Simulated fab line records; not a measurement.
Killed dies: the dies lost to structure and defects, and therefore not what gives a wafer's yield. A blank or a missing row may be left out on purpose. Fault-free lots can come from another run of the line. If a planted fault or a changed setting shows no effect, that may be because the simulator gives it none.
fab line records / flow gf180mcu / part 2 of 2: steps 33 to 43 of 43
[record] lots = 5 wafers = 15 last_day = 32
route steps=602 shown V3@455 M4@456 V4@476
lots that met no fault: from a run of the same line without faults
start_h: the number of hours between the record's first day and the start of the first shown wafer of the lot / wait_h: how many hours have passed since the lot's step before this one / " repeats the value in the row above / L1.1+2: one row covering several wafers at once / - either no value or no given start / * or withheld: withheld / < > ~ a bound
route shown NAME@n: names a module that has steps shown in the file, with the first one's number in the route / usual: mean/standard deviation taken from wafers without a fault / same: alike in all rows / chamber/n: place in a boat / sites: each site's reading / _std_site: the standard deviation of these / _edge_site: outer sites' mean less inner sites' / radius_mm: for every site, how far away it sits from the centre of the wafer / mask NAME#n: copy n / behind: tool/chamber where the wafer was last shaped / hold: reason for holding the lot/hours on hold/outcome of the hold / device: which transistor (n, p or np) failed to switch / end of line: the same wafers' tests at the end of the route / a step with no rows: only its recipe / killed: not the wafer's yield, but the dies lost to structure and defects at the first sort / map: the dies of a wafer, with x for killed, . for not killed, _ for no die there
set.NAME: setting as actually run; set.NAME@STEP: the setting as run at that earlier step / model.NAME: the simulator's own value behind a step, which no gauge read
a table for each step, a row for each wafer; lots at some steps of the route
services: a tool's chamber out of use, with start hour (start_h, from the record's first day; less than 0 if before it), hours out, and reason
[[steps]]
[step GF_V4_EXPOSE_11]
[recipe] mask_id = Via4 target_cd_nm = 260 na = 0.68 source_shape = conventional sigma_outer = 0.6 dose_mj = 38
lot.wafer=L078.2+3+5 tool=krf_scanner-01 chamber=0 start_h=- wait_h=- mask=Via4#0
lot.wafer=L082.1+2+4 tool=krf_scanner-01 chamber=0 start_h=- wait_h=- mask=Via4#0
lot.wafer=L083.1+2+6 tool=krf_scanner-01 chamber=0 start_h=- wait_h=- mask=Via4#0
lot.wafer=L087.1+4+5 tool=krf_scanner-01 chamber=0 start_h=- wait_h=- mask=Via4#0
lot.wafer=L089.2+3+6 tool=krf_scanner-02 chamber=0 start_h=- wait_h=- mask=Via4#0
[step GF_V4_PEB_12]
[recipe] peb_temp_c = 135 peb_time_s = 90 resist = KrF
lot.wafer=L078.2+3+5 tool=litho_track-02 chamber=0 start_h=- wait_h=-
lot.wafer=L082.1+2+4 tool=litho_track-03 chamber=0 start_h=- wait_h=-
lot.wafer=L083.1+2+6 tool=litho_track-02 chamber=0 start_h=- wait_h=-
lot.wafer=L087.1+4+5 tool=litho_track-04 chamber=0 start_h=- wait_h=-
lot.wafer=L089.2+3+6 tool=litho_track-03 chamber=0 start_h=- wait_h=-
[step GF_V4_DEVELOP_13]
[recipe] develop_time_s = 60 resist = KrF dev_temp_c = 21
lot.wafer=L078.2+3+5 tool=litho_track-02 chamber=0 start_h=599.15 wait_h=0.2
lot.wafer=L082.1+2+4 tool=litho_track-03 chamber=0 start_h=618.18 wait_h=0.2
lot.wafer=L083.1+2+6 tool=litho_track-02 chamber=0 start_h=632.02 wait_h=0.2
lot.wafer=L087.1+4+5 tool=litho_track-04 chamber=0 start_h=667.31 wait_h=0.2
lot.wafer=L089.2+3+6 tool=litho_track-03 chamber=0 start_h=675.55 wait_h=0.2
[step GF_V4_CD_MEAS_14]
[recipe] target_cd_nm = 260
[usual] cd_nm = 259.8/1.3
lot.wafer=L078.2 tool=cd_sem-01 chamber=- start_h=599.29 wait_h=0.1 cd_nm=258.6
lot.wafer=L078.3 tool=cd_sem-01 chamber=- start_h=599.29 wait_h=0.1 cd_nm=258.9
lot.wafer=L078.5 tool=cd_sem-01 chamber=- start_h=599.29 wait_h=0.1 cd_nm=258.0
lot.wafer=L082.1 tool=cd_sem-01 chamber=- start_h=618.33 wait_h=0.1 cd_nm=262.0
lot.wafer=L082.2 tool=cd_sem-01 chamber=- start_h=618.33 wait_h=0.1 cd_nm=261.4
lot.wafer=L082.4 tool=cd_sem-01 chamber=- start_h=618.33 wait_h=0.1 cd_nm=261.2
lot.wafer=L083.1 tool=cd_sem-02 chamber=- start_h=632.17 wait_h=0.1 cd_nm=261.1
lot.wafer=L083.2 tool=cd_sem-02 chamber=- start_h=632.17 wait_h=0.1 cd_nm=260.5
lot.wafer=L083.6 tool=cd_sem-02 chamber=- start_h=632.17 wait_h=0.1 cd_nm=259.1
lot.wafer=L087.1 tool=cd_sem-01 chamber=- start_h=667.46 wait_h=0.1 cd_nm=260.6
lot.wafer=L087.4 tool=cd_sem-01 chamber=- start_h=667.46 wait_h=0.1 cd_nm=260.4
lot.wafer=L087.5 tool=cd_sem-01 chamber=- start_h=667.46 wait_h=0.1 cd_nm=261.2
lot.wafer=L089.2 tool=cd_sem-02 chamber=- start_h=675.70 wait_h=0.1 cd_nm=259.6
lot.wafer=L089.3 tool=cd_sem-02 chamber=- start_h=675.70 wait_h=0.1 cd_nm=259.6
lot.wafer=L089.6 tool=cd_sem-02 chamber=- start_h=675.70 wait_h=0.1 cd_nm=258.9
[step GF_V4_OVL_MEAS_15]
[usual] V4_OVL = 0/4.3
lot.wafer=L078.2 tool=overlay-01 chamber=- start_h=599.40 wait_h=0.1 V4_OVL[nm]=4
lot.wafer=L078.3 tool=overlay-01 chamber=- start_h=599.40 wait_h=0.1 V4_OVL[nm]=-1
lot.wafer=L078.5 tool=overlay-01 chamber=- start_h=599.40 wait_h=0.1 V4_OVL[nm]=-2
lot.wafer=L082.1 tool=overlay-02 chamber=- start_h=618.45 wait_h=0.1 V4_OVL[nm]=-4
lot.wafer=L082.2 tool=overlay-02 chamber=- start_h=618.45 wait_h=0.1 V4_OVL[nm]=2
lot.wafer=L082.4 tool=overlay-02 chamber=- start_h=618.45 wait_h=0.1 V4_OVL[nm]=-5
lot.wafer=L083.1 tool=overlay-02 chamber=- start_h=632.29 wait_h=0.1 V4_OVL[nm]=-9
lot.wafer=L083.2 tool=overlay-02 chamber=- start_h=632.29 wait_h=0.1 V4_OVL[nm]=-3
lot.wafer=L083.6 tool=overlay-02 chamber=- start_h=632.29 wait_h=0.1 V4_OVL[nm]=-3
lot.wafer=L087.1 tool=overlay-01 chamber=- start_h=667.58 wait_h=0.1 V4_OVL[nm]=0
lot.wafer=L087.4 tool=overlay-01 chamber=- start_h=667.58 wait_h=0.1 V4_OVL[nm]=-6
lot.wafer=L087.5 tool=overlay-01 chamber=- start_h=667.58 wait_h=0.1 V4_OVL[nm]=0
lot.wafer=L089.2 tool=overlay-02 chamber=- start_h=675.80 wait_h=0.1 V4_OVL[nm]=9
lot.wafer=L089.3 tool=overlay-02 chamber=- start_h=675.80 wait_h=0.1 V4_OVL[nm]=6
lot.wafer=L089.6 tool=overlay-02 chamber=- start_h=675.80 wait_h=0.1 V4_OVL[nm]=7
[step GF_V4_ETCH_16]
[recipe] chemistry = N2/H2 target_depth_a = withheld overetch_a = withheld time_s = withheld target = BARC ion_energy_ev = 200 source_w = 500 bias_w = 100 pressure_mtorr = 30 n2_flow_sccm = 100 h2_flow_sccm = 200
[usual] drypump_motor_current_A = 5.84/0.28 oes_product_au = 0.854/0.0045 throttle_valve_pct = 13.224/0.01
lot.wafer=L078.2 tool=rie_diel-04 chamber=3 start_h=599.43 wait_h=0.0 drypump_motor_current_A=5.14 oes_product_au=0.855 throttle_valve_pct=13.228
lot.wafer=L078.3 tool=rie_diel-04 chamber=2 start_h=599.43 wait_h=0.0 drypump_motor_current_A=5.74 oes_product_au=0.858 throttle_valve_pct=13.235
lot.wafer=L078.5 tool=rie_diel-04 chamber=1 start_h=599.43 wait_h=0.0 drypump_motor_current_A=5.87 oes_product_au=0.855 throttle_valve_pct=13.225
lot.wafer=L082.1 tool=rie_diel-04 chamber=1 start_h=618.48 wait_h=0.0 drypump_motor_current_A=5.83 oes_product_au=0.860 throttle_valve_pct=13.227
lot.wafer=L082.2 tool=rie_diel-04 chamber=0 start_h=618.48 wait_h=0.0 drypump_motor_current_A=5.86 oes_product_au=0.858 throttle_valve_pct=13.212
lot.wafer=L082.4 tool=rie_diel-04 chamber=3 start_h=618.48 wait_h=0.0 drypump_motor_current_A=5.13 oes_product_au=0.852 throttle_valve_pct=13.215
lot.wafer=L083.1 tool=rie_diel-03 chamber=1 start_h=632.33 wait_h=0.0 drypump_motor_current_A=5.87 oes_product_au=0.849 throttle_valve_pct=13.222
lot.wafer=L083.2 tool=rie_diel-03 chamber=3 start_h=632.33 wait_h=0.0 drypump_motor_current_A=6.37 oes_product_au=0.849 throttle_valve_pct=13.211
lot.wafer=L083.6 tool=rie_diel-03 chamber=2 start_h=632.33 wait_h=0.0 drypump_motor_current_A=5.98 oes_product_au=0.848 throttle_valve_pct=13.241
lot.wafer=L087.1 tool=rie_diel-03 chamber=1 start_h=667.61 wait_h=0.0 drypump_motor_current_A=5.87 oes_product_au=0.850 throttle_valve_pct=13.246
lot.wafer=L087.4 tool=rie_diel-03 chamber=2 start_h=667.61 wait_h=0.0 drypump_motor_current_A=5.98 oes_product_au=0.859 throttle_valve_pct=13.216
lot.wafer=L087.5 tool=rie_diel-03 chamber=2 start_h=667.61 wait_h=0.0 drypump_motor_current_A=5.97 oes_product_au=0.863 throttle_valve_pct=13.237
lot.wafer=L089.2 tool=rie_diel-04 chamber=0 start_h=675.83 wait_h=0.0 drypump_motor_current_A=5.90 oes_product_au=0.849 throttle_valve_pct=13.232
lot.wafer=L089.3 tool=rie_diel-04 chamber=2 start_h=675.83 wait_h=0.0 drypump_motor_current_A=5.75 oes_product_au=0.845 throttle_valve_pct=13.224
lot.wafer=L089.6 tool=rie_diel-04 chamber=1 start_h=675.83 wait_h=0.0 drypump_motor_current_A=5.87 oes_product_au=0.858 throttle_valve_pct=13.210
[step GF_V4_ETCH_17]
[recipe] chemistry = C4F8/O2/Ar mask_material = KrF target = SiO2 stop_on = TiN source_w = 1500 bias_w = 1200 pressure_mtorr = 40 c4f8_flow_sccm = withheld O2_flow_sccm = 6 Ar_flow_sccm = 300 time_s = withheld target_depth_a = 6300
[usual] oes_product_au = 0.857/0.0046
lot.wafer=L078.2 tool=rie_diel-04 chamber=3 start_h=- wait_h=- oes_product_au=0.857
lot.wafer=L078.3 tool=rie_diel-04 chamber=2 start_h=- wait_h=- oes_product_au=0.853
lot.wafer=L078.5 tool=rie_diel-04 chamber=1 start_h=- wait_h=- oes_product_au=0.862
lot.wafer=L082.1 tool=rie_diel-04 chamber=1 start_h=- wait_h=- oes_product_au=0.856
lot.wafer=L082.2 tool=rie_diel-04 chamber=0 start_h=- wait_h=- oes_product_au=0.859
lot.wafer=L082.4 tool=rie_diel-04 chamber=3 start_h=- wait_h=- oes_product_au=0.855
lot.wafer=L083.1 tool=rie_diel-03 chamber=1 start_h=- wait_h=- oes_product_au=0.854
lot.wafer=L083.2 tool=rie_diel-03 chamber=3 start_h=- wait_h=- oes_product_au=0.852
lot.wafer=L083.6 tool=rie_diel-03 chamber=2 start_h=- wait_h=- oes_product_au=0.856
lot.wafer=L087.1 tool=rie_diel-03 chamber=1 start_h=- wait_h=- oes_product_au=0.862
lot.wafer=L087.4 tool=rie_diel-03 chamber=2 start_h=- wait_h=- oes_product_au=0.852
lot.wafer=L087.5 tool=rie_diel-03 chamber=2 start_h=- wait_h=- oes_product_au=0.852
lot.wafer=L089.2 tool=rie_diel-04 chamber=0 start_h=- wait_h=- oes_product_au=0.856
lot.wafer=L089.3 tool=rie_diel-04 chamber=2 start_h=- wait_h=- oes_product_au=0.856
lot.wafer=L089.6 tool=rie_diel-04 chamber=1 start_h=- wait_h=- oes_product_au=0.852
[step GF_V4_STRIP_18]
[recipe] chemistry = O2/N2 power_w = 1400 pressure_mtorr = 1500 platen_temp_c = 250 o2_flow_sccm = 3000 n2_flow_sccm = 300 overash_fraction = 0.5
[usual] drypump_motor_current_A = 5.8/0.4 heater_power_w = 338/40 oes_product_au = 0.593/0.0051
lot.wafer=L078.2 tool=plasma_asher-04 chamber=0 start_h=599.56 wait_h=- drypump_motor_current_A=5.3 heater_power_w=323 oes_product_au=0.594 rf_hours_counter_h=95
lot.wafer=L078.3 tool=plasma_asher-04 chamber=1 start_h=599.56 wait_h=- drypump_motor_current_A=6.1 heater_power_w=389 oes_product_au=0.593 rf_hours_counter_h=-
lot.wafer=L078.5 tool=plasma_asher-04 chamber=1 start_h=599.56 wait_h=- drypump_motor_current_A=6.1 heater_power_w=383 oes_product_au=0.602 rf_hours_counter_h=-
lot.wafer=L082.1 tool=plasma_asher-04 chamber=0 start_h=618.61 wait_h=- drypump_motor_current_A=5.4 heater_power_w=308 oes_product_au=0.597 rf_hours_counter_h=97
lot.wafer=L082.2 tool=plasma_asher-04 chamber=1 start_h=618.61 wait_h=- drypump_motor_current_A=6.1 heater_power_w=377 oes_product_au=0.599 rf_hours_counter_h=97
lot.wafer=L082.4 tool=plasma_asher-04 chamber=1 start_h=618.61 wait_h=- drypump_motor_current_A=6.0 heater_power_w=369 oes_product_au=0.596 rf_hours_counter_h=-
lot.wafer=L083.1 tool=plasma_asher-03 chamber=1 start_h=632.46 wait_h=- drypump_motor_current_A=6.6 heater_power_w=296 oes_product_au=0.592 rf_hours_counter_h=53
lot.wafer=L083.2 tool=plasma_asher-03 chamber=0 start_h=632.46 wait_h=- drypump_motor_current_A=5.5 heater_power_w=296 oes_product_au=0.592 rf_hours_counter_h=53
lot.wafer=L083.6 tool=plasma_asher-03 chamber=0 start_h=632.46 wait_h=- drypump_motor_current_A=5.5 heater_power_w=295 oes_product_au=0.597 rf_hours_counter_h=-
lot.wafer=L087.1 tool=plasma_asher-03 chamber=0 start_h=667.74 wait_h=- drypump_motor_current_A=5.5 heater_power_w=295 oes_product_au=0.593 rf_hours_counter_h=57
lot.wafer=L087.4 tool=plasma_asher-03 chamber=1 start_h=667.74 wait_h=- drypump_motor_current_A=6.6 heater_power_w=304 oes_product_au=0.596 rf_hours_counter_h=-
lot.wafer=L087.5 tool=plasma_asher-03 chamber=1 start_h=667.74 wait_h=- drypump_motor_current_A=6.6 heater_power_w=295 oes_product_au=0.582 rf_hours_counter_h=-
lot.wafer=L089.2 tool=plasma_asher-01 chamber=0 start_h=675.96 wait_h=- drypump_motor_current_A=5.6 heater_power_w=326 oes_product_au=0.586 rf_hours_counter_h=25
lot.wafer=L089.3 tool=plasma_asher-01 chamber=0 start_h=675.96 wait_h=- drypump_motor_current_A=5.7 heater_power_w=330 oes_product_au=0.594 rf_hours_counter_h=-
lot.wafer=L089.6 tool=plasma_asher-01 chamber=0 start_h=675.96 wait_h=- drypump_motor_current_A=5.6 heater_power_w=338 oes_product_au=0.597 rf_hours_counter_h=-
[step GF_V4_STRIP_19]
[recipe] chemistry = post_etch_residue_remover time_s = 1200 temp_c = 72.5
lot.wafer=L078.2+3+5 tool=wet_bench-01 chamber=0 start_h=599.66 wait_h=0.1
lot.wafer=L082.1+2+4 tool=wet_bench-02 chamber=2 start_h=618.71 wait_h=0.1
lot.wafer=L083.1+2+6 tool=wet_bench-01 chamber=1 start_h=632.63 wait_h=0.1
lot.wafer=L087.1+4+5 tool=wet_bench-04 chamber=3 start_h=667.93 wait_h=0.1
lot.wafer=L089.2+3+6 tool=wet_bench-01 chamber=2 start_h=676.06 wait_h=0.1
[step GF_V4_CLEAN_20]
[recipe] chemistry = DIW dry = n2_spin
lot.wafer=L078.2+3+5 tool=wet_bench-02 chamber=1 start_h=600.00 wait_h=0.0
lot.wafer=L082.1+2+4 tool=wet_bench-01 chamber=2 start_h=619.05 wait_h=0.0
lot.wafer=L083.1+2+6 tool=wet_bench-02 chamber=1 start_h=632.97 wait_h=0.0
lot.wafer=L087.1+4+5 tool=wet_bench-01 chamber=3 start_h=668.27 wait_h=0.0
lot.wafer=L089.2+3+6 tool=wet_bench-01 chamber=2 start_h=676.47 wait_h=0.0
[step GF_V4_SPUTTER_21]
[recipe] material = Ti target_thk_nm = 15 chamber_pressure_pa = 5 power_w = 2500 substrate_temp_c = 200 time_s = 80.02
[usual] throttle_valve_pct = 30.1/1.1
lot.wafer=L078.2 tool=pvd_sputter-02 chamber=- start_h=600.09 wait_h=0.0 throttle_valve_pct=32.0
lot.wafer=L078.3 tool=pvd_sputter-02 chamber=- start_h=600.09 wait_h=0.0 throttle_valve_pct=29.2
lot.wafer=L078.5 tool=pvd_sputter-02 chamber=- start_h=600.09 wait_h=0.0 throttle_valve_pct=29.9
lot.wafer=L082.1 tool=pvd_sputter-04 chamber=- start_h=619.16 wait_h=0.0 throttle_valve_pct=27.7
lot.wafer=L082.2 tool=pvd_sputter-04 chamber=- start_h=619.16 wait_h=0.0 throttle_valve_pct=28.5
lot.wafer=L082.4 tool=pvd_sputter-04 chamber=- start_h=619.16 wait_h=0.0 throttle_valve_pct=30.3
lot.wafer=L083.1 tool=pvd_sputter-01 chamber=- start_h=633.06 wait_h=0.0 throttle_valve_pct=31.1
lot.wafer=L083.2 tool=pvd_sputter-01 chamber=- start_h=633.06 wait_h=0.0 throttle_valve_pct=30.5
lot.wafer=L083.6 tool=pvd_sputter-01 chamber=- start_h=633.06 wait_h=0.0 throttle_valve_pct=31.4
lot.wafer=L087.1 tool=pvd_sputter-04 chamber=- start_h=668.47 wait_h=0.0 throttle_valve_pct=27.7
lot.wafer=L087.4 tool=pvd_sputter-04 chamber=- start_h=668.47 wait_h=0.0 throttle_valve_pct=28.8
lot.wafer=L087.5 tool=pvd_sputter-04 chamber=- start_h=668.47 wait_h=0.0 throttle_valve_pct=28.9
lot.wafer=L089.2 tool=pvd_sputter-01 chamber=- start_h=676.57 wait_h=0.0 throttle_valve_pct=30.4
lot.wafer=L089.3 tool=pvd_sputter-01 chamber=- start_h=676.57 wait_h=0.0 throttle_valve_pct=30.7
lot.wafer=L089.6 tool=pvd_sputter-01 chamber=- start_h=676.57 wait_h=0.0 throttle_valve_pct=30.5
[[services]]
tool=cmp-02 chamber=- start_h=533.81 hours=1.7 kind=repair
tool=krf_scanner-01 chamber=- start_h=538.35 hours=0.8 kind=pm
tool=rie_diel-03 chamber=- start_h=539.12 hours=0.5 kind=repair
tool=krf_scanner-02 chamber=- start_h=545.66 hours=1.3 kind=pm
tool=krf_scanner-02 chamber=- start_h=547.94 hours=0.7 kind=repair
tool=pvd_sputter-03 chamber=- start_h=548.89 hours=1.6 kind=repair
tool=pvd_sputter-03 chamber=- start_h=555.00 hours=64.5 kind=repair
tool=cmp-01 chamber=- start_h=556.35 hours=4.2 kind=pm
tool=krf_scanner-02 chamber=- start_h=565.76 hours=36.0 kind=pm
tool=cmp-01 chamber=- start_h=572.38 hours=4.0 kind=pm
tool=cmp-02 chamber=- start_h=583.05 hours=4.3 kind=pm
tool=rie_diel-03 chamber=3 start_h=585.60 hours=2.1 kind=repair
tool=cmp-01 chamber=- start_h=600.08 hours=0.7 kind=repair
tool=krf_scanner-01 chamber=- start_h=601.76 hours=1.0 kind=pm
tool=rie_diel-04 chamber=2 start_h=617.73 hours=4.2 kind=repair
tool=rie_diel-04 chamber=- start_h=619.03 hours=0.4 kind=repair
tool=pvd_sputter-02 chamber=- start_h=619.77 hours=9.3 kind=repair
tool=wet_bench-02 chamber=- start_h=624.08 hours=2.1 kind=repair
tool=plasma_asher-04 chamber=- start_h=625.74 hours=4.3 kind=pm
tool=rie_diel-04 chamber=3 start_h=629.60 hours=2.9 kind=repair
tool=cmp-02 chamber=- start_h=634.85 hours=2.8 kind=pm
tool=rie_diel-04 chamber=1 start_h=636.14 hours=3.3 kind=repair
tool=cmp-02 chamber=- start_h=641.54 hours=0.6 kind=repair
tool=krf_scanner-01 chamber=- start_h=647.29 hours=4.0 kind=repair
